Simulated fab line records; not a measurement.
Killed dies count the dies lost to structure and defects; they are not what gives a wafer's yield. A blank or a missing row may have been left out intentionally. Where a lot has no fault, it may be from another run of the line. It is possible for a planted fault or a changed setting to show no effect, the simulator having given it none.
fab line records	flow gf180mcu
record lots=24	wafers=72	last-day=34
route steps=602 shown STI@14 V1@336 M2@366 V3@445 V5@561
lots untouched by any fault: they come from a run of this same line in which no faults occurred
start-h: start of the lot's first displayed wafer, in hours after the record's first day	wait-h: how many hours have passed since the lot's step before this one	" same as the row above	L1.1+2: a single row standing in for several wafers	- value missing, or start not given	* or withheld: withheld	< > ~ a bound
route shown NAME@n: names a module that has steps shown in the file, with the first one's number in the route	usual: mean/standard deviation of fault-free wafers	same: alike in all rows	chamber/n: place in a boat	sites: readings site by site	_std_site: their standard deviation	_edge_site: inner sites' mean taken away from outer sites' mean	radius-mm: for every site, how far away it sits from the centre of the wafer	mask NAME#n: copy n	behind: the tool/chamber that last shaped the wafer	hold: the reason the lot was held/the length of the hold in hours/how it ended	device: the transistor (n, p or np) that didn't switch	end of line: the tests these same wafers got at the end of their route	a step without rows: its recipe alone	killed: at the first sort, the dies lost to defects and structure; wafer yield is something else	map: per-die view of a wafer (x killed, . not killed, _ where there is no die)
set.NAME: the setting the step ran with; set.NAME@STEP: the setting that earlier step ran with	model.NAME: the simulator's own value behind a step, which no gauge read
route steps across a sampled set of lots; one table per step, one row per wafer
services: a tool's chamber out of use, with start hour (start-h, from the record's first day; less than 0 if before it), hours out, and reason
## steps
# step GF_STI_ETCH_13
# recipe chemistry=CHF3/O2	stop-on=Si	over-etch-frac=0.3	target-depth-a=2823.1	source-w=600	bias-w=200	pressure-mtorr=40	chf3-flow-sccm=50	O2_flow_sccm=5	time-s=112.9
# usual drypump-motor-current-A=5.7/0.37	oes-product-au=0.843/0.0063	throttle-valve-pct=8.813/0.0093
lot.wafer	tool	chamber	start-h	wait-h	drypump-motor-current-A	oes-product-au	rf-hours-counter-h	throttle-valve-pct
L074.2	rie-diel-02	1	25.38	0.1	5.8	0.846	4	8.794
L074.4	"	3	"	"	6.0	0.843	80	8.817
L074.6	"	2	"	"	5.7	0.844	-	8.810
L075.4	rie-diel-03	3	29.93	0.0	5.5	0.845	108	8.819
L075.5	"	0	"	"	5.6	0.845	-	8.811
L075.6	"	1	"	"	5.3	0.843	-	8.799
L076.1	rie-diel-04	1	35.08	0.1	6.4	0.849	116	8.803
L076.2	"	3	"	"	5.9	0.847	112	8.811
L076.6	"	3	"	"	5.9	0.846	-	8.814
L077.4	rie-diel-02	3	40.48	0.0	6.0	0.849	80	8.807
L077.5	"	2	"	"	5.7	0.845	-	8.810
L077.6	"	1	"	"	5.8	0.843	-	8.815
L078.1	rie-diel-03	2	47.33	0.1	5.0	0.843	129	8.838
L078.2	"	3	"	"	5.5	0.839	108	8.842
L078.3	"	0	"	"	5.6	0.850	63	8.827
L079.2	rie-diel-02	1	51.93	0.1	5.8	0.840	5	8.819
L079.3	"	3	"	"	6.1	0.831	81	8.808
L079.5	"	3	"	"	6.1	0.838	-	8.793
L080.2	rie-diel-04	2	57.72	0.1	5.5	0.857	2	8.809
L080.4	"	3	"	"	5.9	0.845	112	8.826
L080.6	"	3	"	"	5.9	0.851	-	8.808
L081.1	rie-diel-03	3	64.43	0.1	5.5	0.844	109	8.816
L081.3	"	2	"	"	5.0	0.855	129	8.832
L081.5	"	2	"	"	5.0	0.844	-	8.832
L082.1	rie-diel-04	1	67.62	0.1	6.4	0.846	117	8.807
L082.2	"	0	"	"	6.2	0.849	156	8.800
L082.4	"	2	"	"	5.5	0.850	2	8.814
L083.1	rie-diel-03	3	71.93	0.1	5.5	0.833	109	8.821
L083.3	"	1	"	"	5.4	0.844	121	8.813
L083.5	"	0	"	"	5.6	0.845	-	8.831
L084.1	rie-diel-04	0	77.18	0.1	6.2	0.840	157	8.812
L084.4	"	3	"	"	5.9	0.836	112	8.819
L084.6	"	1	"	"	6.4	0.850	-	8.820
L085.4	rie-diel-04	0	83.43	0.0	6.1	0.846	157	8.824
L085.5	"	0	"	"	6.1	0.851	-	8.802
L085.6	"	3	"	"	5.9	0.847	-	8.844
L086.1	rie-diel-02	1	86.38	0.1	5.9	0.848	6	8.809
L086.2	"	2	"	"	5.7	0.848	79	8.814
L086.5	"	0	"	"	6.1	0.840	-	8.809
L087.3	rie-diel-02	1	92.48	0.1	5.8	0.840	6	8.818
L087.5	"	1	"	"	5.9	0.846	-	8.811
L087.6	"	2	"	"	5.7	0.852	-	8.824
L088.2	rie-diel-04	1	99.12	0.1	6.4	0.838	117	8.819
L088.4	"	2	"	"	5.5	0.832	3	8.800
L088.5	"	1	"	"	6.4	0.838	-	8.811
L089.1	rie-diel-02	2	102.83	0.1	5.7	0.843	79	8.817
L089.2	"	0	"	"	6.1	0.849	137	8.818
L089.3	"	3	"	"	6.1	0.850	82	8.824
L090.2	rie-diel-03	0	108.48	0.1	5.6	0.842	64	8.810
L090.5	"	0	"	"	5.6	0.837	-	8.808
L090.6	"	1	"	"	5.3	0.844	-	8.829
L091.2	rie-diel-04	0	114.62	0.1	6.1	0.851	158	8.801
L091.3	"	2	"	"	5.5	0.844	4	8.808
L091.6	"	2	"	"	5.5	0.844	-	8.811
L092.2	rie-diel-03	1	119.32	0.1	5.4	0.838	122	8.799
L092.5	"	0	"	"	5.6	0.840	-	8.809
L092.6	"	3	"	"	5.5	0.840	-	8.817
L093.1	rie-diel-03	1	123.02	0.1	5.3	0.852	122	8.812
L093.4	"	3	"	"	5.5	0.841	110	8.814
L093.5	"	0	"	"	5.6	0.846	-	8.811
L094.1	rie-diel-03	3	128.03	0.1	5.5	0.835	110	8.808
L094.2	"	1	"	"	5.3	0.839	122	8.808
L094.6	"	1	"	"	5.3	0.847	-	8.800
L095.1	rie-diel-04	2	134.08	0.1	5.5	0.833	4	8.802
L095.4	"	1	"	"	6.4	0.829	118	8.812
L095.6	"	0	"	"	6.1	0.831	-	8.811
L096.2	rie-diel-02	2	139.13	0.1	5.7	0.825	80	8.815
L096.3	"	1	"	"	5.8	0.834	8	8.814
L096.5	"	2	"	"	5.7	0.832	-	8.818
L097.1	rie-diel-03	2	143.73	0.1	5.0	0.840	131	8.807
L097.3	"	0	"	"	5.6	0.845	65	8.814
L097.6	"	1	"	"	5.4	0.844	-	8.818
# step GF_V1_THK_MEAS_01
# recipe reads=SiO2_of_V1_CVD_00
# usual V1_CVD_00_THK=616/7.2
lot.wafer	tool	chamber	start-h	wait-h	V1_CVD_00_THK[nm]
L074.2	film-metro-04	-	389.18	0.0	615
L074.4	"	-	"	"	617
L074.6	"	-	"	"	616
L075.4	film-metro-02	-	390.87	0.1	619
L075.5	"	-	"	"	610
L075.6	"	-	"	"	619
L076.1	film-metro-04	-	405.82	0.0	604
L076.2	"	-	"	"	622
L076.6	"	-	"	"	609
L077.4	film-metro-02	-	423.62	0.0	610
L077.5	"	-	"	"	616
L077.6	"	-	"	"	609
L078.1	film-metro-02	-	430.40	0.0	603
L078.2	"	-	"	"	610
L078.3	"	-	"	"	615
L079.2	film-metro-04	-	438.44	0.0	609
L079.3	"	-	"	"	612
L079.5	"	-	"	"	622
L080.2	film-metro-01	-	445.28	0.0	615
L080.4	"	-	"	"	602
L080.6	"	-	"	"	610
L081.1	film-metro-04	-	454.13	0.0	610
L081.3	"	-	"	"	624
L081.5	"	-	"	"	616
L082.1	film-metro-02	-	461.43	0.0	620
L082.2	"	-	"	"	621
L082.4	"	-	"	"	620
L083.1	film-metro-04	-	467.33	0.0	607
L083.3	"	-	"	"	611
L083.5	"	-	"	"	611
L084.1	film-metro-01	-	478.31	0.0	609
L084.4	"	-	"	"	622
L084.6	"	-	"	"	620
L085.4	film-metro-01	-	495.50	0.0	624
L085.5	"	-	"	"	623
L085.6	"	-	"	"	615
L086.1	film-metro-02	-	499.17	0.1	606
L086.2	"	-	"	"	612
L086.5	"	-	"	"	618
L087.3	film-metro-02	-	505.71	0.1	616
L087.5	"	-	"	"	612
L087.6	"	-	"	"	612
L088.2	film-metro-04	-	510.38	0.0	611
L088.4	"	-	"	"	626
L088.5	"	-	"	"	614
L089.1	film-metro-02	-	522.43	0.0	616
L089.2	"	-	"	"	610
L089.3	"	-	"	"	608
L090.2	film-metro-02	-	527.69	0.0	613
L090.5	"	-	"	"	630
L090.6	"	-	"	"	626
L091.2	film-metro-02	-	536.03	0.0	617
L091.3	"	-	"	"	613
L091.6	"	-	"	"	625
L092.2	film-metro-01	-	548.18	0.0	620
L092.5	"	-	"	"	615
L092.6	"	-	"	"	628
L093.1	film-metro-04	-	550.10	0.0	617
L093.4	"	-	"	"	618
L093.5	"	-	"	"	629
L094.1	film-metro-01	-	556.97	0.0	630
L094.2	"	-	"	"	631
L094.6	"	-	"	"	624
L095.1	film-metro-01	-	569.83	0.0	612
L095.4	"	-	"	"	621
L095.6	"	-	"	"	615
L096.2	film-metro-04	-	570.68	0.0	625
L096.3	"	-	"	"	625
L096.5	"	-	"	"	610
L097.1	film-metro-02	-	578.38	0.0	611
L097.3	"	-	"	"	600
L097.6	"	-	"	"	621
# step GF_M2_SPUTTER_04
# recipe material=TiN	target-thk-nm=50	power-w=6500	time-s=41.7	chamber-pressure-pa=0.4
# usual throttle-valve-pct=30.3/1.2
lot.wafer	tool	chamber	start-h	wait-h	throttle-valve-pct
L074.2	pvd-sputter-02	-	414.68	0.0	29.9
L074.4	"	-	"	"	29.3
L074.6	"	-	"	"	30.9
L075.4	pvd-sputter-02	-	416.60	0.0	30.9
L075.5	"	-	"	"	31.3
L075.6	"	-	"	"	29.4
L076.1	pvd-sputter-02	-	432.09	0.0	31.3
L076.2	"	-	"	"	29.9
L076.6	"	-	"	"	29.4
L077.4	pvd-sputter-03	-	450.52	0.0	29.1
L077.5	"	-	"	"	28.8
L077.6	"	-	"	"	29.7
L078.1	pvd-sputter-02	-	455.95	0.0	31.2
L078.2	"	-	"	"	29.7
L078.3	"	-	"	"	31.1
L079.2	pvd-sputter-02	-	465.12	0.0	31.4
L079.3	"	-	"	"	31.0
L079.5	"	-	"	"	31.4
L080.2	pvd-sputter-02	-	471.65	0.0	29.4
L080.4	"	-	"	"	29.7
L080.6	"	-	"	"	29.3
L081.1	pvd-sputter-03	-	480.69	0.0	29.2
L081.3	"	-	"	"	29.4
L081.5	"	-	"	"	29.2
L082.1	pvd-sputter-02	-	488.06	0.0	30.0
L082.2	"	-	"	"	31.4
L082.4	"	-	"	"	29.3
L083.1	pvd-sputter-01	-	493.26	0.0	32.9
L083.3	"	-	"	"	30.1
L083.5	"	-	"	"	29.5
L084.1	pvd-sputter-02	-	504.54	0.0	29.4
L084.4	"	-	"	"	29.9
L084.6	"	-	"	"	30.1
L085.4	pvd-sputter-03	-	521.29	0.0	29.7
L085.5	"	-	"	"	29.5
L085.6	"	-	"	"	29.1
L086.1	pvd-sputter-01	-	525.30	0.0	33.0
L086.2	"	-	"	"	29.5
L086.5	"	-	"	"	29.7
L087.3	pvd-sputter-02	-	531.08	0.0	29.5
L087.5	"	-	"	"	31.4
L087.6	"	-	"	"	31.0
L088.2	pvd-sputter-01	-	535.46	0.0	31.3
L088.4	"	-	"	"	29.8
L088.5	"	-	"	"	29.6
L089.1	pvd-sputter-03	-	546.89	0.0	29.3
L089.2	"	-	"	"	29.6
L089.3	"	-	"	"	28.6
L090.2	pvd-sputter-01	-	552.58	0.0	31.4
L090.5	"	-	"	"	29.7
L090.6	"	-	"	"	32.8
L091.2	pvd-sputter-02	-	560.32	0.0	31.4
L091.3	"	-	"	"	31.4
L091.6	"	-	"	"	29.9
L092.2	pvd-sputter-01	-	572.57	0.0	29.7
L092.5	"	-	"	"	29.3
L092.6	"	-	"	"	30.0
L093.1	pvd-sputter-01	-	574.07	0.0	29.6
L093.4	"	-	"	"	29.9
L093.5	"	-	"	"	33.0
L094.1	pvd-sputter-02	-	580.40	0.0	31.4
L094.2	"	-	"	"	31.3
L094.6	"	-	"	"	31.4
L095.1	pvd-sputter-03	-	593.28	0.0	28.3
L095.4	"	-	"	"	29.7
L095.6	"	-	"	"	29.5
L096.2	pvd-sputter-01	-	594.01	0.0	31.1
L096.3	"	-	"	"	30.2
L096.5	"	-	"	"	31.3
L097.1	pvd-sputter-01	-	601.98	0.0	29.7
L097.3	"	-	"	"	29.7
L097.6	"	-	"	"	32.7
# step GF_V3_ETCH_16
# recipe chemistry=N2/H2	target-depth-a=withheld	overetch-a=withheld	time-s=withheld	target=BARC	ion-energy-ev=200	source-w=500	bias-w=100	pressure-mtorr=30	n2-flow-sccm=100	h2-flow-sccm=200
# usual drypump-motor-current-A=5.5/0.38	oes-product-au=0.854/0.0053	throttle-valve-pct=13.225/0.0081
lot.wafer	tool	chamber	start-h	wait-h	drypump-motor-current-A	oes-product-au	throttle-valve-pct
L074.2	rie-diel-03	0	513.81	0.0	5.6	0.848	13.227
L074.4	"	2	"	"	5.0	0.853	13.227
L074.6	"	3	"	"	5.5	0.844	13.225
L075.4	rie-diel-02	1	517.83	0.0	5.8	0.853	13.223
L075.5	"	2	"	"	5.7	0.861	13.239
L075.6	"	0	"	"	6.1	0.852	13.214
L076.1	rie-diel-01	1	530.86	0.0	5.4	0.852	13.243
L076.2	"	0	"	"	5.1	0.846	13.232
L076.6	"	1	"	"	5.4	0.855	13.226
L077.4	rie-diel-02	2	549.71	0.0	5.7	0.862	13.221
L077.5	"	2	"	"	5.7	0.850	13.227
L077.6	"	1	"	"	5.8	0.856	13.220
L078.1	rie-diel-01	2	553.46	0.0	5.3	0.852	13.237
L078.2	"	1	"	"	5.4	0.850	13.240
L078.3	"	3	"	"	4.9	0.857	13.232
L079.2	rie-diel-02	0	562.41	0.0	6.1	0.846	13.204
L079.3	"	3	"	"	6.0	0.848	13.232
L079.5	"	3	"	"	6.1	0.856	13.224
L080.2	rie-diel-03	1	567.61	0.0	5.3	0.856	13.219
L080.4	"	1	"	"	5.4	0.852	13.226
L080.6	"	2	"	"	5.0	0.846	13.202
L081.1	rie-diel-03	3	576.86	0.0	5.5	0.854	13.215
L081.3	"	0	"	"	5.6	0.857	13.222
L081.5	"	1	"	"	5.3	0.849	13.233
L082.1	rie-diel-03	1	582.76	0.0	5.3	0.855	13.213
L082.2	"	0	"	"	5.6	0.850	13.222
L082.4	"	2	"	"	5.0	0.848	13.215
L083.1	rie-diel-03	1	586.46	0.0	5.4	0.845	13.223
L083.3	"	3	"	"	5.5	0.850	13.226
L083.5	"	3	"	"	5.5	0.857	13.237
L084.1	rie-diel-01	3	597.11	0.0	4.9	0.854	13.229
L084.4	"	0	"	"	5.1	0.855	13.225
L084.6	"	3	"	"	4.9	0.846	13.235
L085.4	rie-diel-02	2	612.81	0.0	5.7	0.853	13.213
L085.5	"	2	"	"	5.7	0.867	13.216
L085.6	"	3	"	"	6.0	0.858	13.220
L086.1	rie-diel-02	3	617.61	0.0	6.0	0.851	13.230
L086.2	"	0	"	"	6.1	0.849	13.232
L086.5	"	2	"	"	5.7	0.850	13.214
L087.3	rie-diel-02	1	620.86	0.0	5.8	0.856	13.221
L087.5	"	3	"	"	6.1	0.847	13.226
L087.6	"	2	"	"	5.7	0.852	13.235
L088.2	rie-diel-01	1	625.11	0.0	5.4	0.854	13.220
L088.4	"	3	"	"	4.8	0.859	13.225
L088.5	"	0	"	"	5.1	0.852	13.222
L089.1	rie-diel-02	1	637.46	0.0	5.8	0.859	13.221
L089.2	"	3	"	"	6.1	0.853	13.228
L089.3	"	2	"	"	5.7	0.854	13.230
L090.2	rie-diel-02	0	640.86	0.0	6.1	0.851	13.227
L090.5	"	0	"	"	6.1	0.854	13.217
L090.6	"	3	"	"	6.0	0.860	13.212
L091.2	rie-diel-03	2	647.31	0.0	5.0	0.864	13.233
L091.3	"	1	"	"	5.3	0.855	13.225
L091.6	"	1	"	"	5.4	0.858	13.232
L092.2	rie-diel-01	1	658.94	0.0	5.4	0.853	13.215
L092.5	"	2	"	"	5.3	0.853	13.231
L092.6	"	3	"	"	4.9	0.860	13.229
L093.1	rie-diel-02	0	660.76	0.0	6.1	0.857	13.213
L093.4	"	3	"	"	6.1	0.852	13.230
L093.5	"	3	"	"	6.0	0.866	13.240
L094.1	rie-diel-01	2	666.41	0.0	5.3	0.847	13.215
L094.2	"	1	"	"	5.4	0.852	13.224
L094.6	"	0	"	"	5.1	0.852	13.239
L095.1	rie-diel-03	1	677.30	0.0	5.4	0.855	13.215
L095.4	"	0	"	"	5.6	0.862	13.222
L095.6	"	0	"	"	5.6	0.856	13.205
L096.2	rie-diel-03	1	679.10	0.0	5.4	0.857	13.229
L096.3	"	0	"	"	5.6	0.847	13.222
L096.5	"	1	"	"	5.4	0.854	13.229
L097.1	rie-diel-03	1	685.86	0.0	5.4	0.864	13.218
L097.3	"	0	"	"	5.6	0.857	13.222
L097.6	"	1	"	"	5.4	0.853	13.215
# step GF_V3_CMP_26
# recipe stop-on=SiO2	down-force-psi=3.5	platen-rpm=60	t-overpolish-s=15	target-thk-nm=0	pad-velocity-m-s=0.94248
# usual motor-current-A=11.5/0.66	overpolish-run-s=15.000/0.0098	platen-rpm=60.00/0.039	slurry-filter-dp-kPa=13.50/0.14	time-to-endpoint-s=83/3.8
lot.wafer	tool	chamber	start-h	wait-h	motor-current-A	overpolish-run-s	platen-rpm	slurry-filter-dp-kPa	time-to-endpoint-s
L074.2	cmp-02	2	514.92	0.1	11.8	14.995	60.00	13.76	93
L074.4	"	3	"	"	11.3	14.999	59.97	13.33	84
L074.6	"	2	"	"	11.4	14.996	59.98	13.28	85
L075.4	cmp-02	1	518.92	0.1	11.1	15.000	59.99	13.20	77
L075.5	"	0	"	"	10.8	15.014	59.99	13.34	84
L075.6	"	1	"	"	11.9	15.008	60.00	13.17	78
L076.1	cmp-01	2	531.92	0.1	11.7	14.984	60.05	13.45	83
L076.2	"	1	"	"	12.1	14.973	60.03	13.44	89
L076.6	"	2	"	"	12.6	15.003	59.99	13.54	85
L077.4	cmp-01	3	550.81	0.1	10.9	15.009	60.00	13.54	79
L077.6	"	2	"	"	12.4	15.007	59.99	13.54	87
L077.5	"	3	"	"	11.8	15.007	60.00	13.51	78
L078.3	cmp-01	1	554.75	0.3	12.7	15.007	59.95	13.45	85
L078.2	"	2	"	"	12.0	15.016	59.99	13.59	85
L078.1	"	3	"	"	11.3	15.017	60.04	13.39	80
L079.3	cmp-02	0	563.47	0.0	10.5	14.986	59.94	13.62	82
L079.2	"	1	"	"	11.7	15.011	60.00	13.45	82
L079.5	"	1	"	"	11.7	15.009	59.88	13.58	82
L080.4	cmp-02	0	568.79	0.1	10.6	15.003	60.00	13.55	90
L080.2	"	1	"	"	11.0	14.998	59.98	13.58	82
L080.6	"	3	"	"	12.0	14.994	60.01	13.41	85
L081.1	cmp-02	1	578.00	0.1	11.8	15.002	60.03	13.54	79
L081.3	"	0	"	"	10.5	15.023	59.95	13.61	83
L081.5	"	2	"	"	11.6	15.009	59.99	13.50	88
L082.4	cmp-01	2	583.82	0.0	12.2	15.014	59.98	13.53	80
L082.1	"	3	"	"	11.2	14.998	59.94	13.46	80
L082.2	"	0	"	"	12.1	14.998	59.95	13.49	78
L083.1	cmp-02	0	587.57	0.1	10.2	15.005	59.98	13.51	87
L083.3	"	2	"	"	11.4	15.002	59.94	13.50	87
L083.5	"	3	"	"	12.3	14.989	60.01	13.78	85
L084.4	cmp-02	2	598.40	0.1	11.1	15.005	60.06	13.35	88
L084.1	"	3	"	"	11.6	15.014	60.00	13.27	82
L084.6	"	0	"	"	10.4	15.003	60.00	13.28	87
L085.4	cmp-01	1	613.98	0.0	12.5	14.998	60.04	13.31	83
L085.5	"	1	"	"	12.0	14.995	60.00	13.59	86
L085.6	"	2	"	"	12.2	14.990	59.92	13.59	89
L086.1	cmp-02	2	619.31	0.4	11.5	14.999	59.99	13.52	91
L086.2	"	3	"	"	11.4	14.996	60.03	13.57	83
L086.5	"	2	"	"	11.3	15.005	59.99	13.34	87
L087.3	cmp-02	1	621.97	0.1	11.5	14.999	60.03	13.48	82
L087.6	"	0	"	"	10.7	15.006	59.95	13.38	85
L087.5	"	1	"	"	11.9	14.993	60.04	13.60	79
L088.2	cmp-02	3	626.19	0.0	11.5	14.988	60.02	13.33	81
L088.4	"	2	"	"	11.7	14.985	60.07	13.27	88
L088.5	"	0	"	"	10.2	15.000	60.02	13.55	86
L089.2	cmp-01	1	638.56	0.1	12.4	14.985	60.02	13.50	86
L089.3	"	2	"	"	12.1	14.985	60.01	13.51	83
L089.1	"	3	"	"	11.0	14.999	59.98	13.77	81
L090.2	cmp-01	1	642.01	0.1	11.8	15.017	60.01	13.45	86
L090.5	"	3	"	"	10.8	14.999	60.05	13.33	76
L090.6	"	0	"	"	12.4	14.996	60.01	13.41	82
L091.2	cmp-02	2	648.41	0.1	11.4	14.983	59.97	13.56	86
L091.3	"	0	"	"	10.2	15.000	60.02	13.55	86
L091.6	"	2	"	"	11.4	15.016	60.02	13.25	87
L092.2	cmp-02	0	660.01	0.0	9.8	14.991	60.01	13.47	85
L092.5	"	0	"	"	10.6	15.004	60.05	13.59	84
L092.6	"	1	"	"	11.8	14.987	60.00	13.51	77
L093.1	cmp-02	3	661.91	0.1	11.8	14.990	60.00	13.41	82
L093.4	"	0	"	"	10.5	15.005	60.03	13.49	89
L093.5	"	1	"	"	11.8	15.008	60.03	13.56	81
L094.1	cmp-01	2	667.60	0.2	11.8	14.999	60.00	13.56	86
L094.2	"	3	"	"	11.1	15.005	59.98	13.65	80
L094.6	"	0	"	"	11.2	15.001	59.99	13.44	87
L095.4	cmp-01	1	678.42	0.1	12.2	15.004	60.01	13.62	84
L095.1	"	3	"	"	11.0	15.009	60.05	13.51	82
L095.6	"	0	"	"	12.4	15.002	59.97	13.52	85
L096.2	cmp-02	3	680.17	0.0	10.9	14.997	59.98	13.57	77
L096.3	"	1	"	"	11.8	14.996	60.00	13.52	75
L096.5	"	3	"	"	11.4	14.993	59.98	13.50	80
L097.1	cmp-02	0	687.04	0.1	10.1	14.981	60.02	13.45	87
L097.3	"	1	"	"	12.2	14.991	59.98	13.62	83
L097.6	"	3	"	"	11.5	14.992	60.04	13.61	82
# step GF_V5_SPUTTER_21
# recipe material=Ti	target-thk-nm=15	chamber-pressure-pa=5	power-w=2500	substrate-temp-c=200	time-s=80.02
# usual throttle-valve-pct=30.0/1.2
lot.wafer	tool	chamber	start-h	wait-h	throttle-valve-pct
L074.2	pvd-sputter-03	-	629.57	0.0	28.6
L074.4	"	-	"	"	29.2
L074.6	"	-	"	"	28.3
L075.4	pvd-sputter-04	-	632.44	0.0	28.9
L075.5	"	-	"	"	29.9
L075.6	"	-	"	"	29.3
L076.1	pvd-sputter-04	-	643.74	0.0	29.6
L076.2	"	-	"	"	30.2
L076.6	"	-	"	"	31.6
L077.4	pvd-sputter-01	-	661.13	0.0	29.9
L077.5	"	-	"	"	30.2
L077.6	"	-	"	"	29.6
L078.1	pvd-sputter-04	-	664.64	0.0	30.4
L078.2	"	-	"	"	28.6
L078.3	"	-	"	"	31.9
L079.2	pvd-sputter-03	-	671.54	0.0	29.7
L079.3	"	-	"	"	29.5
L079.5	"	-	"	"	28.5
L080.2	pvd-sputter-01	-	677.14	0.0	29.7
L080.4	"	-	"	"	30.1
L080.6	"	-	"	"	31.2
L081.1	pvd-sputter-04	-	686.02	0.0	29.5
L081.3	"	-	"	"	30.3
L081.5	"	-	"	"	29.0
L082.1	pvd-sputter-03	-	689.87	0.0	29.1
L082.2	"	-	"	"	28.1
L082.4	"	-	"	"	28.7
L083.1	pvd-sputter-01	-	693.30	0.0	30.0
L083.3	"	-	"	"	32.7
L083.5	"	-	"	"	29.5
L084.1	pvd-sputter-03	-	703.48	0.0	29.1
L084.4	"	-	"	"	28.7
L084.6	"	-	"	"	29.6
L085.4	pvd-sputter-04	-	716.37	0.0	29.2
L085.5	"	-	"	"	31.7
L085.6	"	-	"	"	28.6
L086.1	pvd-sputter-03	-	722.34	0.0	29.3
L086.2	"	-	"	"	29.7
L086.5	"	-	"	"	29.3
L087.3	pvd-sputter-03	-	724.54	0.0	29.2
L087.5	"	-	"	"	29.4
L087.6	"	-	"	"	29.6
L088.2	pvd-sputter-01	-	728.08	0.0	31.3
L088.4	"	-	"	"	29.6
L088.5	"	-	"	"	29.6
L089.1	pvd-sputter-04	-	738.33	0.0	30.2
L089.2	"	-	"	"	29.4
L089.3	"	-	"	"	31.5
L090.2	pvd-sputter-01	-	741.78	0.0	30.1
L090.5	"	-	"	"	29.5
L090.6	"	-	"	"	32.9
L091.2	pvd-sputter-03	-	747.97	0.0	29.6
L091.3	"	-	"	"	29.3
L091.6	"	-	"	"	28.9
L092.2	pvd-sputter-01	-	755.94	0.0	29.7
L092.5	"	-	"	"	32.9
L092.6	"	-	"	"	31.1
L093.1	pvd-sputter-03	-	757.33	0.0	28.4
L093.4	"	-	"	"	29.2
L093.5	"	-	"	"	29.4
L094.1	pvd-sputter-04	-	763.39	0.0	29.2
L094.2	"	-	"	"	30.2
L094.6	"	-	"	"	29.3
L095.1	pvd-sputter-01	-	770.85	0.0	30.1
L095.4	"	-	"	"	32.6
L095.6	"	-	"	"	32.9
L096.2	pvd-sputter-01	-	771.97	0.0	31.1
L096.3	"	-	"	"	29.6
L096.5	"	-	"	"	29.5
L097.1	pvd-sputter-04	-	781.11	0.0	29.5
L097.3	"	-	"	"	28.9
L097.6	"	-	"	"	29.6
## services
tool	chamber	start-h	hours	kind
rie-diel-03	1	108.58	7.5	repair
rie-diel-02	-	129.00	0.3	repair
rie-diel-02	0	130.48	13.7	repair
pvd-sputter-01	-	180.33	1.0	repair
pvd-sputter-01	-	189.40	2.3	repair
rie-diel-02	-	198.06	1.1	repair
rie-diel-03	2	207.79	6.6	repair
rie-diel-02	-	227.47	1.0	repair
rie-diel-02	0	270.66	4.0	repair
rie-diel-03	0	272.05	1.9	repair
pvd-sputter-01	-	275.21	7.2	repair
pvd-sputter-01	-	289.57	1.3	repair
rie-diel-02	0	302.31	3.7	repair
rie-diel-03	-	306.05	1.2	repair
rie-diel-03	2	313.07	5.2	repair
pvd-sputter-01	-	340.06	3.3	repair
rie-diel-03	-	363.10	2.8	pm
rie-diel-02	3	372.64	9.8	repair
rie-diel-03	-	374.45	14.2	repair
rie-diel-03	2	537.54	5.5	repair
rie-diel-03	0	565.01	6.4	repair
rie-diel-03	1	609.15	7.6	repair
rie-diel-03	2	612.19	12.3	repair
rie-diel-03	3	768.38	3.3	repair
## key
fault none
